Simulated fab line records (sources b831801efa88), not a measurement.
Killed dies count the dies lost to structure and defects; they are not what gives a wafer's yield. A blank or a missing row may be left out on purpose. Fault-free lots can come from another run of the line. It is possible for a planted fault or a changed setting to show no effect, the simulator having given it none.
Comparing a struck lot with a sound one	flow sky130	15 steps out of a route of 708
Sound: the wafers L740.1, L740.4, L740.5. Struck: wafers L753.3, L753.4, L753.6. The cause is given at the end.
For every step that has rows: the tool of each side, followed by ch and its chambers, followed by its first start. Under that, the readings that differ: sound wafers	struck wafers	difference of the means	sigmas: that difference in standard deviations of wafers without a fault.
alike: a reading whose means differ by less than 2 such deviations, as well as words and numbers matching on both sides. not compared: withheld readings; readings where some wafer has no value; bounds like >300 that might hide an equal value; numbers whose values overlap and for which the record gives no deviation.
A row with sigmas, a row that says differs or no value, or rows on one side alone: a step with any of these is where the two part. Numbers that don't overlap but have no deviation are shown without sigmas and don't part them. A reading missing from all wafers of one side parts the sides only when that side holds two or more wafers.

SKY_CAP2M_METAL_ETCH_13: etches TiN in Cl2/BCl3, stops on SiO2, target depth 220 nm, time 62.9 s.
  sound on rie metal-02 ch 0,1, day 40 23:47; struck on rie metal-01 ch 0,1, day 44 17:36
reading	sound	struck	difference	sigmas
oes product au (a.u.)	0.957 0.961 0.947	0.941 0.935 0.935	-0.018	-2
  alike: drypump motor current A, he backside leak sccm, throttle valve pct
  not compared: rf hours counter h
SKY_CAP2M_STRIP_14: strips in O2/N2.
  sound on plasma asher-02 ch 0,1, day 40 23:51; struck on plasma asher-03 ch 0,1, day 44 17:41
  alike: drypump motor current A, oes product au, strip time to endpoint s
  not compared: rf hours counter h
then, 10 steps without rows for these wafers: SKY_CAP2M_STRIP_15 (strips in post etch residue remover, time 1200 s); SKY_CAP2M_CLEAN_16 (cleans in IPA, time 180 s); SKY_CAP2M_CLEAN_17 (cleans in O3/DIW); SKY_METAL4_DEHYDRATE_05 (time 60 s); SKY_METAL4_HMDS_06 (prime time 60 s); SKY_METAL4_COAT_07 (resist thk 60 nm); SKY_METAL4_COAT_08 (resist thk 1140 nm); SKY_METAL4_SOFTBAKE_09 (time 90 s); SKY_METAL4_EXPOSE_10 (exposes mask MM4, target cd 300 nm); SKY_METAL4_PEB_11.
SKY_METAL4_DEVELOP_12: develop time 60 s.
  sound on litho track-02 ch 0, day 41 23:00; struck on litho track-02 ch 0, day 45 15:00
reading	sound	struck	difference	sigmas
developer temp C (C)	21.11 21.10 21.13	21.86 21.84 21.77	+0.71	+8
SKY_METAL4_CD_MEAS_13: the cd target is 300 nm.
  sound on cd sem-02, day 41 23:37; struck on cd sem-02, day 45 15:09
  alike: cd nm
SKY_PAD_OPEN_PROBE_99:
  sound wafers here have rows in the record (prober-01, day 45 20:49); struck ones have none

WHERE THEY PART
At SKY_CAP2M_METAL_ETCH_13 first; at SKY_PAD_OPEN_PROBE_99 last (within this record only).

WHY: whatever the simulator had introduced
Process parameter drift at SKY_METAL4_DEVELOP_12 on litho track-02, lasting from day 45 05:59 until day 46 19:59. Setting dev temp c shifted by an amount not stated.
